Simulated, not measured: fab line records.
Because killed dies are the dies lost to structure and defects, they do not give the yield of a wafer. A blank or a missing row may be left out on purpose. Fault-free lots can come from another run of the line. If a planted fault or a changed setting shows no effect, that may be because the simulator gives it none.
Chamber matching || flow gf180mcu || 4 sister chambers for GF_V2_CMP_26 on cmp-02
The step polishes, stops on SiO2, t overpolish 15 s, target thk 0 nm. 8 wafers are shown with their chamber, then 9 later ones without.

## WAFERS WITH THEIR CHAMBER
{"wafer": "L459.3", "chamber": 3, "motorCurrentA (A)": 13.4, "overpolishRunS (s)": 14.991}
{"wafer": "L460.5", "chamber": 3, "motorCurrentA (A)": 13.2, "overpolishRunS (s)": 14.996}
{"wafer": "L466.4", "chamber": 0, "motorCurrentA (A)": 10.4, "overpolishRunS (s)": 15.003}
{"wafer": "L466.5", "chamber": 2, "motorCurrentA (A)": 10.8, "overpolishRunS (s)": 15.005}
{"wafer": "L466.6", "chamber": 1, "motorCurrentA (A)": 11.7, "overpolishRunS (s)": 14.986}
{"wafer": "L468.3", "chamber": 0, "motorCurrentA (A)": 10.7, "overpolishRunS (s)": 15.009}
{"wafer": "L468.5", "chamber": 1, "motorCurrentA (A)": 11.4, "overpolishRunS (s)": 14.996}
{"wafer": "L468.6", "chamber": 2, "motorCurrentA (A)": 11.4, "overpolishRunS (s)": 15.013}

## WAFERS WITHOUT THEIR CHAMBER
{"wafer": "L467.2", "motorCurrentA (A)": 10.9, "overpolishRunS (s)": 14.976}
{"wafer": "L467.3", "motorCurrentA (A)": 11.0, "overpolishRunS (s)": 15.002}
{"wafer": "L467.4", "motorCurrentA (A)": 11.6, "overpolishRunS (s)": 15.009}
{"wafer": "L471.3", "motorCurrentA (A)": 12.8, "overpolishRunS (s)": 15.004}
{"wafer": "L471.4", "motorCurrentA (A)": 10.8, "overpolishRunS (s)": 14.998}
{"wafer": "L471.5", "motorCurrentA (A)": 10.6, "overpolishRunS (s)": 15.005}
{"wafer": "L472.4", "motorCurrentA (A)": 13.7, "overpolishRunS (s)": 15.002}
{"wafer": "L472.5", "motorCurrentA (A)": 10.3, "overpolishRunS (s)": 14.992}
{"wafer": "L472.6", "motorCurrentA (A)": 11.0, "overpolishRunS (s)": 14.996}

## THE CHAMBER EACH PASSED THROUGH
{"wafer": "L467.2", "from the rows above": 1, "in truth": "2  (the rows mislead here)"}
{"wafer": "L467.3", "from the rows above": "can't be placed: 2 or 0 or 1", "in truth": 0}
{"wafer": "L467.4", "from the rows above": "can't be placed: 2 or 1", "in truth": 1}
{"wafer": "L471.3", "from the rows above": 3, "in truth": 3}
{"wafer": "L471.4", "from the rows above": "can't be placed: 0 or 2 or 1", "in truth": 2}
{"wafer": "L471.5", "from the rows above": "can't be placed: 0 or 2", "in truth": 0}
{"wafer": "L472.4", "from the rows above": 3, "in truth": 3}
{"wafer": "L472.5", "from the rows above": "can't be placed: 0 or 2 or 1", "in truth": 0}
{"wafer": "L472.6", "from the rows above": "can't be placed: 1 or 2 or 0", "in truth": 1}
Correct placement for 2 of the 9. Unplaceable from these rows: 6, with the true chamber sitting among the candidates in 6. Number placed wrongly: 1.
How it was worked out, from the rows above alone: a wafer's distance from a chamber is the root of the sum, over the readings, of the square of ((its reading less the chamber's mean) divided by the reading's scatter). If the next closest chamber is less than 2 further off than the closest, the wafer can't be placed; otherwise it belongs to the closest. For every chamber, the mean is computed from those of its wafers that are shown. The scatter is the square root of a quotient: the sum, over the shown wafers, of each reading's squared deviation from its chamber's mean, divided by wafers minus chambers.
